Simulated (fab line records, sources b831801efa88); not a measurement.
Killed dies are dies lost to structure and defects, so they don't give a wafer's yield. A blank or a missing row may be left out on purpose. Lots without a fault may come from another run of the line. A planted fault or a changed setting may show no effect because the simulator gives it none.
Which tool did it? | flow gf180mcu | 13 lots, 39 wafers sampled, at 6 steps of a route of 602

WHAT THE GAUGES READ, wafer by wafer
GF_MVPSD_OVL_MEAS_07.
lot  | measured     | on         | MVPSD_OVL (nm)
L899 | day 5 02:40  | overlay-02 | 0.2 3.9 1.5
L900 | day 5 06:22  | overlay-02 | -2.0 -0.5 -1.7
L901 | day 5 12:04  | overlay-01 | 0.3 1.0 2.7
L905 | day 6 17:16  | overlay-01 | - - -
L907 | day 7 02:30  | overlay-01 | -1.0 -1.7 -1.6
L912 | day 8 07:40  | overlay-02 | -0.8 -1.8 0.0
L914 | day 8 18:10  | overlay-02 | 0.9 0.6 -1.7
L915 | day 8 23:19  | overlay-01 | 1.0 -1.5 -0.2
L916 | day 9 07:25  | overlay-01 | -0.2 -1.0 -2.2
L918 | day 9 17:25  | overlay-02 | -2.6 -0.1 -0.7
L920 | day 10 06:42 | overlay-01 | 1.6 0.8 -0.7
L921 | day 10 10:28 | overlay-01 | 0.2 0.8 -2.5
L922 | day 10 17:03 | overlay-01 | -0.6 1.0 1.9

GF_MVPSD_TW_MEAS_11.
lot  | measured     | on            | MVPSD_TW
L899 | day 5 03:06  | film_metro-04 | 556 558 556
L900 | day 5 06:49  | film_metro-03 | 540 537 541
L901 | day 5 12:29  | film_metro-03 | 537 539 538
L905 | day 6 17:42  | film_metro-04 | 30 30 30
L907 | day 7 02:56  | film_metro-04 | 558 558 559
L912 | day 8 08:07  | film_metro-01 | 559 558 556
L914 | day 8 18:35  | film_metro-04 | 560 556 556
L915 | day 8 23:45  | film_metro-01 | 557 558 559
L916 | day 9 07:51  | film_metro-04 | 557 559 559
L918 | day 9 17:50  | film_metro-03 | 544 545 541
L920 | day 10 07:08 | film_metro-01 | 558 556 556
L921 | day 10 10:54 | film_metro-04 | 554 556 558
L922 | day 10 17:29 | film_metro-01 | 556 554 555

GF_CONTACT_THK_MEAS_03.
lot  | measured     | on            | CONTACT_CVD_02_THK (nm)
L899 | day 15 06:05 | film_metro-04 | 846 859 861
L900 | day 15 08:23 | film_metro-03 | 876 878 879
L901 | day 15 22:16 | film_metro-03 | 855 852 869
L905 | day 17 10:57 | film_metro-04 | 882 873 878
L907 | day 18 02:36 | film_metro-04 | 855 857 866
L912 | day 19 22:47 | film_metro-01 | 864 846 873
L914 | day 20 16:22 | film_metro-03 | 854 837 860
L915 | day 20 21:43 | film_metro-01 | 850 890 860
L916 | day 21 06:55 | film_metro-01 | 838 843 880
L918 | day 21 21:43 | film_metro-03 | 856 842 842
L920 | day 22 17:47 | film_metro-03 | 863 875 858
L921 | day 22 19:37 | film_metro-01 | 832 845 876
L922 | day 23 03:16 | film_metro-04 | 845 843 871

GF_V2_BOW_MEAS_05.
lot  | measured     | on            | V2_BOW (um)
L899 | day 19 08:39 | film_metro-03 | 102 98 111
L900 | day 19 10:44 | film_metro-04 | 89 95 87
L901 | day 20 00:37 | film_metro-04 | 97 98 94
L905 | day 21 16:30 | film_metro-04 | 109 109 109
L907 | day 22 09:34 | film_metro-04 | 88 95 99
L912 | day 24 02:44 | film_metro-03 | 104 98 95
L914 | day 24 19:10 | film_metro-04 | 111 108 94
L915 | day 24 22:56 | film_metro-04 | 113 102 122
L916 | day 25 07:23 | film_metro-04 | 105 101 106
L918 | day 25 20:25 | film_metro-03 | 103 117 108
L920 | day 26 15:43 | film_metro-04 | 110 101 113
L921 | day 26 16:32 | film_metro-03 | 102 107 98
L922 | day 26 23:53 | film_metro-04 | 96 97 94

WHICH TOOL RAN EACH LOT (tool, then ch and the chambers of the sampled wafers, then the start)
lot  | GF_MVPSD_EXPOSE_04                  | GF_V1_SPUTTER_22
L899 | iline_stepper-02 ch 0, day 4 19:48  | pvd_sputter-03, day 18 05:52
L900 | iline_stepper-01 ch 0, day 4 23:17  | pvd_sputter-04, day 18 07:32
L901 | iline_stepper-02 ch 0, day 5 04:56  | pvd_sputter-01, day 18 23:16
L905 | iline_stepper-02 ch 0, day 6 10:00  | pvd_sputter-03, day 20 14:50
L907 | iline_stepper-02 ch 0, day 6 18:40  | pvd_sputter-04, day 21 07:03
L912 | iline_stepper-01 ch 0, day 7 23:41  | pvd_sputter-01, day 23 02:16
L914 | iline_stepper-02 ch 0, day 8 10:35  | pvd_sputter-03, day 23 18:05
L915 | iline_stepper-01 ch 0, day 8 14:57  | pvd_sputter-04, day 23 23:46
L916 | iline_stepper-01 ch 0, day 8 22:49  | pvd_sputter-03, day 24 07:31
L918 | iline_stepper-02 ch 0, day 9 08:54  | pvd_sputter-01, day 24 21:11
L920 | iline_stepper-02 ch 0, day 9 22:14  | pvd_sputter-04, day 25 16:28
L921 | iline_stepper-01 ch 0, day 10 01:45 | pvd_sputter-01, day 25 17:05
L922 | iline_stepper-02 ch 0, day 10 08:10 | pvd_sputter-01, day 26 01:04
- GF_MVPSD_EXPOSE_04: exposes mask MVPSD, target cd 1000 nm.
- GF_V1_SPUTTER_22: material TiN, target thk 10 nm, time 40 s.

WHAT THE TOOLS THEMSELVES READ (means of the sampled wafers that have a number; where no wafer has one, the mark that the record gives instead)
GF_MVPSD_EXPOSE_04.
lot  | tool             | exposure_dose_mJ_cm2
L899 | iline_stepper-02 | 260.16
L900 | iline_stepper-01 | 260.24
L901 | iline_stepper-02 | 259.96
L905 | iline_stepper-02 | 259.70
L907 | iline_stepper-02 | 259.82
L912 | iline_stepper-01 | 259.85
L914 | iline_stepper-02 | 260.01
L915 | iline_stepper-01 | 259.98
L916 | iline_stepper-01 | 259.56
L918 | iline_stepper-02 | 259.96
L920 | iline_stepper-02 | 259.63
L921 | iline_stepper-01 | 260.30
L922 | iline_stepper-02 | 260.04

GF_V1_SPUTTER_22.
lot  | tool           | throttle_valve_pct (%)
L899 | pvd_sputter-03 | 29.2
L900 | pvd_sputter-04 | 29.8
L901 | pvd_sputter-01 | 30.8
L905 | pvd_sputter-03 | 29.2
L907 | pvd_sputter-04 | 29.7
L912 | pvd_sputter-01 | 31.4
L914 | pvd_sputter-03 | 29.4
L915 | pvd_sputter-04 | 30.8
L916 | pvd_sputter-03 | 29.6
L918 | pvd_sputter-01 | 31.3
L920 | pvd_sputter-04 | 29.2
L921 | pvd_sputter-01 | 31.3
L922 | pvd_sputter-01 | 31.3

THE ANSWER, worked out from the rows above alone
Rule: what is usual is taken from the lots themselves. Put in order of their means at a reading, lots are off if they are a third of the lots or fewer, leave a main group of 4 or more, and stand apart from it by a gap of 3 or more times the standard deviation of the main group's means; of several such gaps the widest counts. A main group whose means are all the same, to the digits that the tables above print for the reading, isn't used. A lot without any number at a reading at which 4 lots or more have one is off too. The other lots that the step has rows for count as sound. The gauges are gone through in route order, then the tools' own readings, and for those a lot's mean is taken as printed above. The first step at which some lot is off is used, and at that step the reading that is off furthest; a lot without a number counts as furthest.
Off: L905, at GF_MVPSD_OVL_MEAS_07 (MVPSD_OVL). Without a number there: L905. The main group: mean -0.2 nm, standard deviation 1.1.
A tool fits if, at a process step before that reading, it ran every lot that is off, and no sound lot after the first of them. The gauges at GF_MVPSD_OVL_MEAS_07 aren't tried: what is off there is off at GF_MVPSD_TW_MEAS_11 too, on other tools, and a gauge's error can't cause that. None of those tried fits.

WHAT THE SIMULATOR HAD PUT IN
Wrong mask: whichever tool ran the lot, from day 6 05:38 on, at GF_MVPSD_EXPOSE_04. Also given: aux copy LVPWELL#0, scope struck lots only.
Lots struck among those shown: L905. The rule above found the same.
